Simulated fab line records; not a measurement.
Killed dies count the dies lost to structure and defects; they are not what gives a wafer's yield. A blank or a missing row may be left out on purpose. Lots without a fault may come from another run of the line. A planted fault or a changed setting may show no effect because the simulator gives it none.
Which tool is to blame?    flow sky130    14 lots, 41 wafers sampled, at 5 steps of a route of 708

WHAT EACH GAUGE READ, for each wafer
SKY_LDD_LDN_OVL_MEAS_07. Usual: LDD_LDN_OVL gives -0.1 nm (standard deviation 1.2).
lot   measured      on          LDD_LDN_OVL (nm)  flag
L167  day 23 18:11  overlay-01  0.8 2.5 1.1       
L169  day 24 15:10  overlay-02  -0.7 -1.5 -1.0    
L170  day 25 03:17  overlay-01  -1.2 -1.4 -0.6    
L171  day 25 14:29  overlay-01  -0.9 -0.9 -2.8    
L175  day 27 00:08  overlay-02  - - -             OFF
L177  day 27 11:56  overlay-01  - - -             OFF
L178  day 27 13:28  overlay-02  0.8 -1.2 0.4      
L179  day 27 20:00  overlay-01  1.9 1.1 2.0       
L180  day 28 11:22  overlay-02  1.1 1.3 1.6       
L182  day 29 00:01  overlay-01  2.6 1.2           
L183  day 29 09:35  overlay-02  -0.1 0.0 0.9      
L185  day 29 18:25  overlay-02  0.2 1.7 1.1       
L186  day 30 03:58  overlay-02  1.4 0.0 -0.3      
L187  day 30 09:40  overlay-02  1.9 2.5 2.4       

SKY_LDD_LDN_TW_MEAS_13. Usual: LDD_LDN_TW gives 1479 (standard deviation 9.9).
lot   measured      on             LDD_LDN_TW      flag
L167  day 23 18:55  film-metro-03  1486 1481 1493  
L169  day 24 15:55  film-metro-01  1482 1488 1485  
L170  day 25 04:01  film-metro-03  1485 1486 1476  
L171  day 25 15:13  film-metro-03  1485 1489 1477  
L175  day 27 00:53  film-metro-03  30 30 30        OFF
L177  day 27 12:40  film-metro-02  30 30 30        OFF
L178  day 27 14:12  film-metro-01  1485 1485 1483  
L179  day 27 20:44  film-metro-02  1477 1469 1478  
L180  day 28 12:06  film-metro-01  1484 1488 1489  
L182  day 29 00:46  film-metro-01  1482 1473       
L183  day 29 10:20  film-metro-01  1474 1484 1478  
L185  day 29 19:09  film-metro-02  1468 1460 1469  
L186  day 30 04:43  film-metro-03  1492 1481 1475  
L187  day 30 10:25  film-metro-02  1461 1471 1462  

SKY_SD_P_OVL_MEAS_08. Usual: SD_P_OVL gives 1.0 nm (standard deviation 1.6).
lot   measured      on          SD_P_OVL (nm)   flag
L167  day 26 06:31  overlay-02  0.6 0.7 0.4     
L169  day 27 03:04  overlay-02  -0.4 -1.0 -1.1  
L170  day 27 15:26  overlay-02  0.4 0.3 1.9     
L171  day 28 03:53  overlay-02  3.9 2.7 2.9     
L175  day 29 11:32  overlay-02  1.5 -0.5 -0.5   
L177  day 29 23:38  overlay-01  1.0 1.9 1.1     
L178  day 30 01:02  overlay-02  -1.7 -1.7 -2.0  
L179  day 30 06:40  overlay-02  0.7 0.0 0.7     
L180  day 30 22:20  overlay-02  0.8 1.1 -0.4    
L182  day 31 10:16  overlay-01  0.5 1.7         
L183  day 31 19:41  overlay-02  -0.4 -0.5 -0.9  
L185  day 32 02:53  overlay-02  0.3 0.8 0.2     
L186  day 32 15:20  overlay-01  -1.1 -1.0 -1.3  
L187  day 32 17:41  overlay-01  3.1 3.5 1.9     

WHICH TOOL RAN EACH LOT (tool, then ch and the chambers of the sampled wafers, then the start)
lot   SKY_LDD_HVP_STRIP_09                  SKY_LDD_LDN_DEVELOP_06
L167  plasma-asher-03 ch 0, day 22 12:03    litho-track-03 ch 0, day 23 18:02
L169  plasma-asher-03 ch 0,1, day 23 09:33  litho-track-02 ch 0, day 24 15:02
L170  plasma-asher-02 ch 0,1, day 23 21:17  litho-track-03 ch 0, day 25 03:08
L171  plasma-asher-03 ch 0,1, day 24 09:33  litho-track-03 ch 0, day 25 14:20
L175  plasma-asher-02 ch 0,1, day 25 19:14  litho-track-03 ch 0, day 27 00:01
L177  plasma-asher-03 ch 0,1, day 26 06:54  litho-track-03 ch 0, day 27 11:47
L178  plasma-asher-02 ch 0,1, day 26 08:50  litho-track-02 ch 0, day 27 13:19
L179  plasma-asher-01 ch 0,1, day 26 15:12  litho-track-04 ch 0, day 27 19:51
L180  plasma-asher-03 ch 0,1, day 27 06:50  litho-track-02 ch 0, day 28 11:13
L182  plasma-asher-02 ch 0,1, day 27 19:38  litho-track-02 ch 0, day 28 23:55
L183  plasma-asher-02 ch 0,1, day 28 05:23  litho-track-02 ch 0, day 29 09:29
L185  plasma-asher-02 ch 0,1, day 28 14:33  litho-track-04 ch 0, day 29 18:15
L186  plasma-asher-02 ch 0,1, day 28 23:14  litho-track-02 ch 0, day 30 03:49
L187  plasma-asher-02 ch 0, day 29 05:36    litho-track-02 ch 0, day 30 09:32
- SKY_LDD_HVP_STRIP_09: strips in O2/N2.
- SKY_LDD_LDN_DEVELOP_06: develop time 60 s.

WHAT THE TOOLS THEMSELVES READ (means of the sampled wafers that have a number; where no wafer has one, the mark that the record gives instead)
SKY_LDD_HVP_STRIP_09. Usual: drypump-motor-current-A 5.81 A, standard deviation 0.28; oes-product-au 0.408 a.u., standard deviation 0.0044; strip-time-to-endpoint-s 4.130 s, standard deviation 0.015.
lot   tool             drypump-motor-current-A (A)  oes-product-au (a.u.)  strip-time-to-endpoint-s (s)  flag
L167  plasma-asher-03  5.50                         0.407                  4.119                         
L169  plasma-asher-03  5.51                         0.406                  4.120                         
L170  plasma-asher-02  6.08                         0.408                  4.128                         
L171  plasma-asher-03  5.52                         0.405                  4.128                         
L175  plasma-asher-02  5.91                         0.404                  4.117                         
L177  plasma-asher-03  5.51                         0.408                  4.149                         
L178  plasma-asher-02  5.91                         0.409                  4.128                         
L179  plasma-asher-01  5.76                         0.410                  4.126                         
L180  plasma-asher-03  5.52                         0.409                  4.130                         
L182  plasma-asher-02  5.98                         0.404                  4.111                         
L183  plasma-asher-02  6.08                         0.410                  4.133                         
L185  plasma-asher-02  5.90                         0.411                  4.121                         
L186  plasma-asher-02  5.90                         0.406                  4.152                         
L187  plasma-asher-02  5.73                         0.407                  4.133                         

SKY_LDD_LDN_DEVELOP_06. Usual: chill-plate-temp-C at 23.00 C, with a standard deviation of 0.11.
lot   tool            chill-plate-temp-C (C)  flag
L167  litho-track-03  23.13                   
L169  litho-track-02  22.87                   
L170  litho-track-03  23.08                   
L171  litho-track-03  23.02                   
L175  litho-track-03  23.16                   
L177  litho-track-03  22.92                   
L178  litho-track-02  22.98                   
L179  litho-track-04  23.00                   
L180  litho-track-02  22.90                   
L182  litho-track-02  22.98                   
L183  litho-track-02  22.88                   
L185  litho-track-04  22.96                   
L186  litho-track-02  22.90                   
L187  litho-track-02  23.04                   

THE ANSWER, worked out from the rows above alone
Rule: a lot is off if the mean of its wafers that have a number lies more than 3 standard deviations from the usual mean. A lot without any number at a reading at which 4 lots or more have one is off too. Where the step has rows for the other lots, those lots are counted as sound. The gauges are gone through in route order, then the tools' own readings, and for those a lot's mean is taken as printed above. At the first step where some lot is off, the reading lying furthest off is the one used; lots without a number count as furthest.
Off: at SKY_LDD_LDN_OVL_MEAS_07 (LDD_LDN_OVL), L175, L177. Without a number there: L175, L177.
If a tool, at a process step before that reading, ran all the lots that are off and no sound lot after the first of them, it fits. The gauges at SKY_LDD_LDN_OVL_MEAS_07 aren't tried: what is off there is off at SKY_LDD_LDN_TW_MEAS_13 too, on other tools, and a gauge's error can't cause that. One fits: litho-track-03 at SKY_LDD_LDN_DEVELOP_06. Its last sound lot is L171 (day 25 14:20), its first lot that is off L175 (day 27 00:01): a fault that began between those two fits.

WHAT THE SIMULATOR HAD PUT IN
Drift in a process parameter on litho-track-03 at SKY_LDD_LDN_DEVELOP_06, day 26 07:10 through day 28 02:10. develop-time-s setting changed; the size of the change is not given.
Shown lots that were struck: L175, L177. The rule above found the same.
